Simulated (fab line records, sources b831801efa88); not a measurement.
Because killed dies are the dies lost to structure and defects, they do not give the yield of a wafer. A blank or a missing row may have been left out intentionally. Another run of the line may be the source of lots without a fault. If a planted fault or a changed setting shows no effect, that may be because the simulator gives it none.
Struck lot and sound lot, side by side    flow sky130    16 out of 708 route steps
Sound: the wafers L452.3, L452.4, L452.5. Struck: wafer L466.5 (left out: L466.1, L466.4 of the same lot, which were not struck); the cause appears at the end.
At each step with rows: each side's tool, then ch and its chambers, then its first start. Under that, the readings that differ: sound wafers    struck wafers    difference of the means    sigmas: that difference in standard deviations of wafers without a fault.
alike: words and numbers the same on both sides, and readings whose means are apart by under 2 such deviations; not compared: readings that were withheld, readings missing a value for some wafer, numbers with overlapping values and no deviation given by the record, and bounds like >300 which may hide the same value.
A row with sigmas, a row that says differs or no value, or rows on one side alone: a step with any of these is where the two part. Non-overlapping numbers with no deviation appear without sigmas and do not part them. Lack of a reading on every wafer of one side parts them only where that side has two or more wafers.

first, 7 steps without rows for these wafers: SKY_METAL3_HMDS_06 (prime time 60 s); SKY_METAL3_COAT_07 (resist thk 60.43 nm); SKY_METAL3_COAT_08 (resist thk 1140 nm); SKY_METAL3_SOFTBAKE_09 (time 90 s); SKY_METAL3_EXPOSE_10 (exposes mask MM3, target cd 300 nm); SKY_METAL3_PEB_11; SKY_METAL3_DEVELOP_12 (develop time 60 s).
SKY_METAL3_CD_MEAS_13: target cd 300 nm.
  sound: cd_sem-01 at day 38 01:05; struck: cd_sem-01 at day 42 06:05
  alike: cd_nm
SKY_METAL3_OVL_MEAS_14:
  sound: overlay-02 at day 38 01:11; struck: overlay-01 at day 42 06:12
  alike: METAL3_OVL
SKY_METAL3_DESCUM_15: chemistry O2, time 8 s.
  sound on rie_metal-02 ch 0,1, day 38 01:13; struck on rie_metal-02 ch 0, day 42 06:14
  alike: drypump_motor_current_A, oes_product_au
  not compared: rf_hours_counter_h
SKY_METAL3_ETCH_16: etches BARC in N2/H2, stops on SiO2, time 88.2 s, target depth 60 nm.
  sound on rie_metal-02 ch 0,1, day 38 01:16; struck on rie_metal-02 ch 0, day 42 06:17
  alike: bias_w, drypump_motor_current_A, oes_product_au, throttle_valve_pct
  not compared: rf_hours_counter_h
SKY_METAL3_ETCH_17: etches SiO2 in C4F8/O2/Ar, stops on TiN, time 3.9 s, target depth 15 nm.
  sound on rie_diel-04 ch 1,2, day 38 01:20; struck on rie_diel-03 ch 1, day 42 06:25
  alike: bias_w, oes_product_au
  not compared: rf_hours_counter_h
SKY_METAL3_METAL_ETCH_18: etches the open film in Cl2/BCl3, stops on SiO2, target depth 845 nm, time 183.1 s.
  sound on rie_metal-01 ch 0,1, day 38 01:25; struck on rie_metal-01 ch 0, day 42 06:26
reading                                        sound              struck  difference  sigmas
bias_w (W)                                     48.29 48.49 48.47  55.15   +6.73       +45
model.KrF-thick_of_METAL3_COAT_08.thk_nm (nm)  514.8 493.9 517.1  491.1   -17.5       
model.SiO2_of_VIA2_HDPCVD_00.thk_nm (nm)       463.3 460.1 463.4  457.6   -4.7        
  alike: drypump_motor_current_A, oes_product_au, throttle_valve_pct
  not compared: rf_hours_counter_h
SKY_METAL3_STRIP_19: strips in O2/N2.
  sound on plasma_asher-02 ch 0,1, day 38 01:34; struck on plasma_asher-03 ch 0, day 42 06:36
  alike: drypump_motor_current_A, oes_product_au, strip_time_to_endpoint_s
  not compared: rf_hours_counter_h
then, 2 steps without rows for these wafers: SKY_METAL3_STRIP_20 (strips in post etch residue remover, time 1200 s); SKY_PAD_OPEN_PROBE_99.

## WHERE THEY PART
At SKY_METAL3_METAL_ETCH_18 and nowhere else, as far as this record goes. Later steps at which nothing parts them and some readings are alike: SKY_METAL3_STRIP_19.

WHY: whatever the simulator had introduced
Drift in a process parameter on rie_metal-01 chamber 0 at SKY_METAL3_METAL_ETCH_18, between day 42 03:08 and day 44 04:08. From 48.5, the setting bias_w moved by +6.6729. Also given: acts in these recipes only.
